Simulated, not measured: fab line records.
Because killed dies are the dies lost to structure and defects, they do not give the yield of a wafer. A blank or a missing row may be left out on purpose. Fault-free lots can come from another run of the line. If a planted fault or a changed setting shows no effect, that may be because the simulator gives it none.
Which tool is to blame? -- flow gf180mcu -- 42 wafers from 14 lots sampled at 5 of the route's 602 steps

WHAT THE GAUGES SHOWED, per wafer
GF_MVSD_OVL_MEAS_07. Usual: MVSD_OVL typically reads -0.5 nm, with standard deviation 1.3.
lot,measured,on,MVSD_OVL (nm),flag
L209,day 4 07:37,overlay-01,-2.9 -2.5 -2.7,
L210,day 4 12:52,overlay-01,0.5 -1.9 0.1,
L211,day 5 03:58,overlay-01,1.2 2.0 1.6,
L212,day 5 11:19,overlay-02,-0.8 -0.2 -1.0,
L217,day 6 11:28,overlay-01,2.6 1.9 1.8,
L218,day 6 14:00,overlay-02,-0.2 -1.1 -0.2,
L219,day 6 19:50,overlay-02,-0.7 0.9 1.1,
L221,day 7 07:13,overlay-02,-1.6 -0.7 0.7,
L225,day 8 07:01,overlay-01,-0.4 -1.1 -1.6,
L226,day 8 13:40,overlay-01,0.1 -0.1 -0.7,
L227,day 8 20:36,overlay-01,0.6 -0.2 -0.4,
L230,day 9 12:58,overlay-02,1.5 0.5 0.4,
L231,day 9 16:58,overlay-02,-1.1 -1.7 -3.2,
L232,day 10 03:24,overlay-02,-1.4 -1.3 0.8,

GF_VT_IMPLANT_TW_MEAS_21. Usual: VT_IMPLANT_2_TW typically reads 1215, with standard deviation 9.2.
lot,measured,on,VT_IMPLANT_2_TW,flag
L209,day 6 03:43,film-metro-04,1222 1214 1222,
L210,day 6 09:46,film-metro-03,1226 1224 1219,
L211,day 7 03:15,film-metro-03,1226 1236 1229,
L212,day 7 10:20,film-metro-02,1206 1197 1205,
L217,day 8 13:40,film-metro-02,1214 1212 1202,
L218,day 8 14:30,film-metro-02,1207 1208 1210,
L219,day 8 22:28,film-metro-03,1217 1216 1216,
L221,day 9 08:47,film-metro-04,1222 1222 1222,
L225,day 10 10:25,film-metro-03,1226 1222 1223,
L226,day 11 03:06,film-metro-02,1218 1207 1215,
L227,day 11 03:51,film-metro-02,1212 1216 1218,
L230,day 11 20:57,film-metro-03,1223 1218 1214,
L231,day 12 00:15,film-metro-04,1219 1222 1218,
L232,day 12 10:44,film-metro-03,1218 1217 1215,

GF_VT_IMPLANT_OVL_MEAS_29. Usual: VT_IMPLANT_02_OVL typically reads 0.3 nm, with standard deviation 1.3.
lot,measured,on,VT_IMPLANT_02_OVL (nm),flag
L209,day 6 19:16,overlay-02,1.7 2.1 1.7,
L210,day 7 00:58,overlay-02,1.6 0.5 0.3,
L211,day 7 19:04,overlay-01,-1.3 -1.9 0.1,
L212,day 8 02:21,overlay-01,-0.6 -0.8 -0.8,
L217,day 9 06:22,overlay-01,1.9 1.6 1.3,
L218,day 9 07:00,overlay-02,1.1 1.9 1.6,
L219,day 9 16:01,overlay-01,-0.3 1.2 0.1,
L221,day 10 01:39,overlay-01,-1.2 0.6 0.1,
L225,day 11 04:34,overlay-02,- - -,OFF
L226,day 11 21:49,overlay-01,- - -,OFF
L227,day 11 22:51,overlay-01,- - -,OFF
L230,day 12 14:55,overlay-02,-1.0 0.5 0.4,
L231,day 12 19:03,overlay-01,2.0 1.6 1.2,
L232,day 13 06:42,overlay-01,3.3 2.2 1.5,

GF_VT_IMPLANT_TW_MEAS_32. Usual: VT_IMPLANT_3_TW typically reads 269.0, with standard deviation 1.9.
lot,measured,on,VT_IMPLANT_3_TW,flag
L209,day 6 19:34,film-metro-03,270.7 271.7 271.6,
L210,day 7 01:16,film-metro-02,267.1 266.2 264.9,
L211,day 7 19:21,film-metro-03,272.6 272.7 272.2,
L212,day 8 02:38,film-metro-02,267.1 267.0 268.4,
L217,day 9 06:40,film-metro-04,270.4 270.1 271.3,
L218,day 9 07:17,film-metro-02,268.7 269.7 268.1,
L219,day 9 16:19,film-metro-03,270.7 270.4 271.3,
L221,day 10 01:56,film-metro-02,268.2 268.5 267.8,
L225,day 11 04:52,film-metro-02,267.9 268.4 267.8,
L226,day 11 22:07,film-metro-04,271.3 271.4 271.1,
L227,day 11 23:08,film-metro-03,270.6 271.4 270.6,
L230,day 12 15:13,film-metro-03,268.5 269.0 270.7,
L231,day 12 19:20,film-metro-02,266.0 266.5 265.3,
L232,day 13 06:59,film-metro-03,270.0 269.9 270.1,

WHAT TOOL EACH LOT RAN ON (gives the tool, then ch and the chambers of the sampled wafers, and finally the start)
lot,GF_VT_IMPLANT_COAT_24
L209,"litho-track-03 ch 0, day 6 11:23"
L210,"litho-track-04 ch 0, day 6 17:00"
L211,"litho-track-01 ch 0, day 7 10:49"
L212,"litho-track-01 ch 0, day 7 18:01"
L217,"litho-track-03 ch 0, day 8 21:44"
L218,"litho-track-01 ch 0, day 8 22:36"
L219,"litho-track-01 ch 0, day 9 06:42"
L221,"litho-track-01 ch 0, day 9 16:51"
L225,"litho-track-04, day 10 19:42"
L226,"litho-track-03, day 11 12:02"
L227,"litho-track-03, day 11 12:55"
L230,"litho-track-03 ch 0, day 12 05:23"
L231,"litho-track-04 ch 0, day 12 09:33"
L232,"litho-track-04 ch 0, day 12 20:27"
- GF_VT_IMPLANT_COAT_24: resist thk 1000 nm.

WHAT THE TOOLS THEMSELVES READ (means of the sampled wafers that have a number; where no wafer has one, the mark that the record gives instead)
GF_VT_IMPLANT_COAT_24. Usual: chill-plate-temp-C 23.01 C, standard deviation 0.11; dispense-pressure-kPa 48 kPa, standard deviation 3.1.
lot,tool,chill-plate-temp-C (C),dispense-pressure-kPa (kPa),flag
L209,litho-track-03,23.04,45,
L210,litho-track-04,23.11,47,
L211,litho-track-01,23.10,52,
L212,litho-track-01,23.05,52,
L217,litho-track-03,22.95,45,
L218,litho-track-01,22.90,52,
L219,litho-track-01,23.03,52,
L221,litho-track-01,22.94,52,
L225,litho-track-04,-,-,OFF
L226,litho-track-03,-,-,OFF
L227,litho-track-03,-,-,OFF
L230,litho-track-03,23.09,45,
L231,litho-track-04,23.10,47,
L232,litho-track-04,23.13,47,

THE ANSWER, worked out from the rows above alone
Rule: a lot counts as off when the mean over its wafers that have a number is more than 3 standard deviations away from the usual mean. A lot without any number at a reading at which 4 lots or more have one is off too. All remaining lots with rows at the step are treated as sound. First the gauges in route order, then the tools' own readings, where a lot's mean is used as printed above. The first step at which some lot is off is used, and at that step the reading that is off furthest; a lot without a number counts as furthest.
Off: L225, L226, L227, at GF_VT_IMPLANT_OVL_MEAS_29 (VT_IMPLANT_02_OVL). Without a number there: L225, L226, L227.
A tool fits if, at a process step before that reading, it ran every lot that is off, and no sound lot after the first of them. The gauges at GF_VT_IMPLANT_OVL_MEAS_29 aren't tried: what is off there is off at GF_VT_IMPLANT_COAT_24 too, on other tools, and a gauge's error can't cause that. Not one of the candidates tried fits.

WHAT THE SIMULATOR PUT IN
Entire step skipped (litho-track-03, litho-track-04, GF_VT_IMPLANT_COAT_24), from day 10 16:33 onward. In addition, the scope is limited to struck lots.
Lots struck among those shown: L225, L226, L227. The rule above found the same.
